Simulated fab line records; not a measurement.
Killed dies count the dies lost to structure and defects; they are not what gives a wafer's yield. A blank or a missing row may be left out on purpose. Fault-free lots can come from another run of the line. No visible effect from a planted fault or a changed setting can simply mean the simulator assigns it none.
fab line records	flow sky130
[record] lots = 13	wafers = 39	lastDay = 46
route steps=708 shown LDD_N@244 LDD_HVP@288 RES_XHIGH@339 SD_N@354
lots that met no fault: taken from a fault-free run of the same line
startH: the number of hours between the record's first day and the start of the first shown wafer of the lot	waitH: hours elapsed since this lot's preceding step	" repeats the value in the row above	L1.1+2: one row covering several wafers at once	- either no value or no given start	* or withheld: withheld	< > ~ a bound
route shown NAME@n: NAME is a module with steps in the file, n the number in the route of the first one	usual: mean/standard deviation taken from wafers without a fault	same: alike in all rows	chamber/n: place in a boat	sites: per-site readings	_std_site: how widely they spread, as a standard deviation	_edge_site: mean of outer sites minus mean of inner sites	radiusMm: how far each site lies from the wafer's centre	mask NAME#n: copy n	behind: the most recent tool/chamber to have shaped the wafer	hold: why the lot was held/for how many hours/how that ended	device: whichever transistor did not switch (one of n, p or np)	end of line: the tests these same wafers got at the end of their route	a step with no rows: only its recipe	killed: the dies lost at the first sort to structure and to defects; this is not the yield of the wafer	map: the dies of a wafer, with x for killed, . for not killed, _ for no die there
set.NAME: the setting the step ran with; set.NAME@STEP: the setting that earlier step ran with	model.NAME: the simulator's own value behind a step, which no gauge read
a sample of lots followed through the steps of the route, with each step as a table and each wafer as a row
services: a tool's chamber out of use, with start hour (startH, from the record's first day; less than 0 if before it), hours out, and reason
[[steps]]
[step SKY_LDD_N_OVL_MEAS_07]
[usual] LDD_N_OVL = -1.1/1.4
lot.wafer	tool	chamber	startH	waitH	LDD_N_OVL[nm]
L536.1	overlay-02	-	339.14	0.1	0.8
L536.2	"	-	"	"	-3.5
L536.3	"	-	"	"	-3.2
L537.1	overlay-01	-	339.44	0.1	-0.4
L537.3	"	-	"	"	0.2
L537.6	"	-	"	"	0.8
L538.1	overlay-02	-	350.96	0.1	-2.4
L538.3	"	-	"	"	-0.8
L538.6	"	-	"	"	-2.1
L539.1	overlay-01	-	359.14	0.1	0.3
L539.3	"	-	"	"	-0.8
L539.4	"	-	"	"	-0.1
L542.1	overlay-01	-	381.04	0.1	-1.6
L542.2	"	-	"	"	-3.5
L542.6	"	-	"	"	-1.4
L541.1	overlay-02	-	385.79	0.1	0.3
L541.4	"	-	"	"	0.4
L541.5	"	-	"	"	-1.1
L543.2	overlay-01	-	395.81	0.1	-2.3
L543.4	"	-	"	"	0.4
L543.6	"	-	"	"	0.2
L544.2	overlay-02	-	407.64	0.1	-1.3
L544.3	"	-	"	"	-1.5
L544.4	"	-	"	"	-1.7
L547.1	overlay-02	-	417.46	0.1	-2.8
L547.2	"	-	"	"	-3.2
L547.4	"	-	"	"	-4.5
L548.2	overlay-01	-	425.49	0.1	1.7
L548.4	"	-	"	"	-0.7
L548.5	"	-	"	"	0.5
L549.1	overlay-02	-	430.14	0.1	-0.5
L549.3	"	-	"	"	0.4
L549.4	"	-	"	"	-0.9
L550.1	overlay-01	-	436.48	0.1	-2.3
L550.4	"	-	"	"	-2.8
L550.6	"	-	"	"	-2.0
L551.1	overlay-02	-	447.51	0.1	-1.4
L551.2	"	-	"	"	-4.4
L551.5	"	-	"	"	-1.5
[step SKY_LDD_HVP_TW_MEAS_10]
[usual] LDD_HVP_TW = 454.5/2.9
lot.wafer	tool	chamber	startH	waitH	LDD_HVP_TW
L536.1	filmMetro-04	-	425.47	0.1	450.0
L536.2	"	-	"	"	454.4
L536.3	"	-	"	"	452.7
L537.1	filmMetro-02	-	425.80	0.1	452.6
L537.3	"	-	"	"	451.1
L537.6	"	-	"	"	450.7
L538.1	filmMetro-02	-	438.27	0.1	452.5
L538.3	"	-	"	"	454.8
L538.6	"	-	"	"	453.5
L539.1	filmMetro-03	-	447.07	0.1	455.7
L539.3	"	-	"	"	456.0
L539.4	"	-	"	"	457.5
L542.1	filmMetro-04	-	471.24	0.1	452.9
L542.2	"	-	"	"	453.7
L542.6	"	-	"	"	452.8
L541.1	filmMetro-03	-	474.54	0.1	455.9
L541.4	"	-	"	"	456.1
L541.5	"	-	"	"	458.1
L543.2	filmMetro-03	-	486.55	0.1	462.5
L543.4	"	-	"	"	461.8
L543.6	"	-	"	"	458.6
L544.2	filmMetro-04	-	498.83	0.1	455.3
L544.3	"	-	"	"	453.8
L544.4	"	-	"	"	451.2
L547.1	filmMetro-03	-	508.00	0.1	458.5
L547.2	"	-	"	"	460.2
L547.4	"	-	"	"	459.1
L548.2	filmMetro-04	-	517.35	0.1	457.2
L548.4	"	-	"	"	453.1
L548.5	"	-	"	"	453.9
L549.1	filmMetro-04	-	522.00	0.1	454.6
L549.3	"	-	"	"	450.3
L549.4	"	-	"	"	450.2
L550.1	filmMetro-03	-	528.13	0.1	456.8
L550.4	"	-	"	"	455.4
L550.6	"	-	"	"	458.0
L551.1	filmMetro-04	-	536.15	0.1	450.2
L551.2	"	-	"	"	454.2
L551.5	"	-	"	"	452.9
[step SKY_RES_XHIGH_IMPLANT_07]
[recipe] species = BF2	energyKev = 20	doseCm2 = 3.6e+14	tiltDeg = 0
[usual] beamOnS = 40/3.7	implantIonAmu = 49/0
lot.wafer	tool	chamber	startH	waitH	beamOnS	implantIonAmu
L536.1	implanter-03	0	561.71	0.1	33	49
L536.2	"	0	"	"	34	49
L536.3	"	0	"	"	34	49
L537.1	implanter-01	0	562.06	0.1	41	49
L537.3	"	0	"	"	42	49
L537.6	"	0	"	"	42	49
L538.1	implanter-04	0	562.36	0.1	45	49
L538.3	"	0	"	"	43	49
L538.6	"	0	"	"	43	49
L539.1	implanter-01	0	564.76	0.1	42	49
L539.3	"	0	"	"	42	49
L539.4	"	0	"	"	42	49
L542.1	implanter-01	0	590.11	0.1	42	49
L542.2	"	0	"	"	41	49
L542.6	"	0	"	"	41	49
L541.1	implanter-01	0	592.09	0.1	40	49
L541.4	"	0	"	"	41	49
L541.5	"	0	"	"	41	49
L543.2	implanter-04	0	603.84	0.1	42	49
L543.4	"	0	"	"	44	49
L543.6	"	0	"	"	42	49
L544.2	implanter-04	0	613.98	0.1	42	49
L544.3	"	0	"	"	43	49
L544.4	"	0	"	"	42	49
L547.1	implanter-01	0	624.94	0.1	41	49
L547.2	"	0	"	"	42	49
L547.4	"	0	"	"	41	49
L548.2	implanter-04	0	632.64	0.1	43	11
L548.4	"	0	"	"	43	11
L548.5	"	0	"	"	44	11
L549.1	implanter-04	0	640.61	0.1	44	11
L549.3	"	0	"	"	43	11
L549.4	"	0	"	"	43	11
L550.1	implanter-01	0	642.51	0.1	42	11
L550.4	"	0	"	"	40	11
L550.6	"	0	"	"	43	11
L551.1	implanter-04	0	656.06	0.1	43	11
L551.2	"	0	"	"	43	11
L551.5	"	0	"	"	43	11
[step SKY_RES_XHIGH_TW_MEAS_09]
[usual] RES_XHIGH_TW = 1627/7.6
lot.wafer	tool	chamber	startH	waitH	RES_XHIGH_TW
L536.1	filmMetro-04	-	561.96	0.1	1626
L536.2	"	-	"	"	1633
L536.3	"	-	"	"	1624
L537.1	filmMetro-01	-	562.31	0.1	1636
L537.3	"	-	"	"	1626
L537.6	"	-	"	"	1634
L538.1	filmMetro-02	-	562.61	0.1	1623
L538.3	"	-	"	"	1636
L538.6	"	-	"	"	1647
L539.1	filmMetro-02	-	565.01	0.1	1631
L539.3	"	-	"	"	1631
L539.4	"	-	"	"	1635
L542.1	filmMetro-02	-	590.77	0.5	1623
L542.2	"	-	"	"	1623
L542.6	"	-	"	"	1618
L541.1	filmMetro-04	-	592.37	0.1	1622
L541.4	"	-	"	"	1631
L541.5	"	-	"	"	1623
L543.2	filmMetro-04	-	604.07	0.1	1633
L543.4	"	-	"	"	1627
L543.6	"	-	"	"	1634
L544.2	filmMetro-02	-	614.22	0.1	1633
L544.3	"	-	"	"	1630
L544.4	"	-	"	"	1630
L547.1	filmMetro-01	-	625.19	0.1	1637
L547.2	"	-	"	"	1635
L547.4	"	-	"	"	1625
L548.2	filmMetro-01	-	632.87	0.1	1058
L548.4	"	-	"	"	1057
L548.5	"	-	"	"	1053
L549.1	filmMetro-04	-	640.86	0.1	1057
L549.3	"	-	"	"	1052
L549.4	"	-	"	"	1051
L550.1	filmMetro-02	-	642.76	0.1	1054
L550.4	"	-	"	"	1060
L550.6	"	-	"	"	1057
L551.1	filmMetro-04	-	656.31	0.1	1057
L551.2	"	-	"	"	1062
L551.5	"	-	"	"	1056
[step SKY_SD_N_TW_MEAS_12]
[usual] SD_N_TW = 3946/20
lot.wafer	tool	chamber	startH	waitH	SD_N_TW
L536.1	filmMetro-02	-	590.83	0.3	3936
L536.2	"	-	"	"	3932
L536.3	"	-	"	"	3967
L537.1	filmMetro-04	-	590.91	0.1	3958
L537.3	"	-	"	"	3949
L537.6	"	-	"	"	3955
L538.1	filmMetro-02	-	590.94	0.1	3929
L538.3	"	-	"	"	3948
L538.6	"	-	"	"	3971
L539.1	filmMetro-02	-	593.86	0.1	3956
L539.3	"	-	"	"	3975
L539.4	"	-	"	"	3969
L542.1	filmMetro-02	-	618.39	0.1	3948
L542.2	"	-	"	"	3961
L542.6	"	-	"	"	3972
L541.1	filmMetro-01	-	620.89	0.1	3935
L541.4	"	-	"	"	3918
L541.5	"	-	"	"	3912
L543.2	filmMetro-02	-	633.00	0.1	3936
L543.4	"	-	"	"	3949
L543.6	"	-	"	"	3951
L544.2	filmMetro-02	-	642.42	0.1	3940
L544.3	"	-	"	"	3959
L544.4	"	-	"	"	3934
L547.1	filmMetro-02	-	655.19	0.1	3936
L547.2	"	-	"	"	3928
L547.4	"	-	"	"	3926
L548.2	filmMetro-04	-	662.25	0.1	3942
L548.4	"	-	"	"	3951
L548.5	"	-	"	"	3973
L549.1	filmMetro-02	-	670.34	0.1	3973
L549.3	"	-	"	"	3941
L549.4	"	-	"	"	3951
L550.1	filmMetro-02	-	671.89	0.1	3924
L550.4	"	-	"	"	3922
L550.6	"	-	"	"	3933
L551.1	filmMetro-04	-	685.04	0.1	3946
L551.2	"	-	"	"	3922
L551.5	"	-	"	"	3910
[step SKY_SD_N_RS_MEAS_18]
[recipe] thkMeasGauge = four-point-probe
[usual] RES_XHIGH_RS = 332.6/1.2
lot.wafer	tool	chamber	startH	waitH	RES_XHIGH_RS[ohm/sq]
L536.1	filmMetro-04	-	591.35	0.1	331.8
L536.2	"	-	"	"	332.3
L536.3	"	-	"	"	332.0
L537.1	filmMetro-02	-	591.43	0.1	331.7
L537.3	"	-	"	"	331.0
L537.6	"	-	"	"	330.8
L538.1	filmMetro-01	-	591.86	0.1	333.5
L538.3	"	-	"	"	333.1
L538.6	"	-	"	"	332.8
L539.1	filmMetro-01	-	594.38	0.1	331.6
L539.3	"	-	"	"	332.4
L539.4	"	-	"	"	332.1
L542.1	filmMetro-04	-	618.92	0.1	333.3
L542.2	"	-	"	"	333.9
L542.6	"	-	"	"	332.8
L541.1	filmMetro-01	-	621.42	0.1	333.5
L541.4	"	-	"	"	332.5
L541.5	"	-	"	"	332.2
L543.2	filmMetro-04	-	633.54	0.1	331.7
L543.4	"	-	"	"	331.0
L543.6	"	-	"	"	332.1
L544.2	filmMetro-04	-	642.96	0.1	332.0
L544.3	"	-	"	"	332.0
L544.4	"	-	"	"	330.9
L547.1	filmMetro-04	-	655.72	0.1	332.4
L547.2	"	-	"	"	331.5
L547.4	"	-	"	"	333.6
L548.2	filmMetro-01	-	662.79	0.1	260.2
L548.4	"	-	"	"	260.3
L548.5	"	-	"	"	259.6
L549.1	filmMetro-04	-	670.87	0.1	259.0
L549.3	"	-	"	"	258.5
L549.4	"	-	"	"	258.6
L550.1	filmMetro-01	-	672.41	0.1	257.8
L550.4	"	-	"	"	258.5
L550.6	"	-	"	"	258.0
L551.1	filmMetro-02	-	685.56	0.1	258.7
L551.2	"	-	"	"	259.4
L551.5	"	-	"	"	259.5
[[services]]
tool	chamber	startH	hours	kind
implanter-01	-	646.64	8.4	repair
implanter-04	-	649.44	1.9	repair
[[key]]
[firstSign] step = SKY_RES_XHIGH_IMPLANT_07	reading = implantIonAmu	direction = down	sigmas = 99+	usual = 49	struck = 11
[effect] step = SKY_RES_XHIGH_TW_MEAS_09	reading = RES_XHIGH_TW	direction = down	sigmas = 75	usual = 1627	struck = 1056
[effect] step = SKY_SD_N_RS_MEAS_18	reading = RES_XHIGH_RS	direction = down	sigmas = 62	usual = 332.6	struck = 259.0
metAt SKY_RES_XHIGH_IMPLANT_07
struckLots L548,L549,L550,L551
testerLeftOut L548,L549,L550,L551
notActingAt SKY_LDD_N_OVL_MEAS_07,SKY_LDD_HVP_TW_MEAS_10,SKY_SD_N_TW_MEAS_12
onsetBetween 624.94 632.64
[fault] kind = wrongRecipeDownload	tool = implanter-01,implanter-03,implanter-04	chamber = -	onsetH = 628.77	steps = SKY_RES_XHIGH_IMPLANT_07	wrongRecipe.notListed = 1
// testerLeftOut: of these lots the tester's yield and bins aren't shown, on N5 and GAA mostly nor the transistor test; their killed dies are dies lost to structure and defects alone, not to doping, threshold or leakage, so they don't give the yield
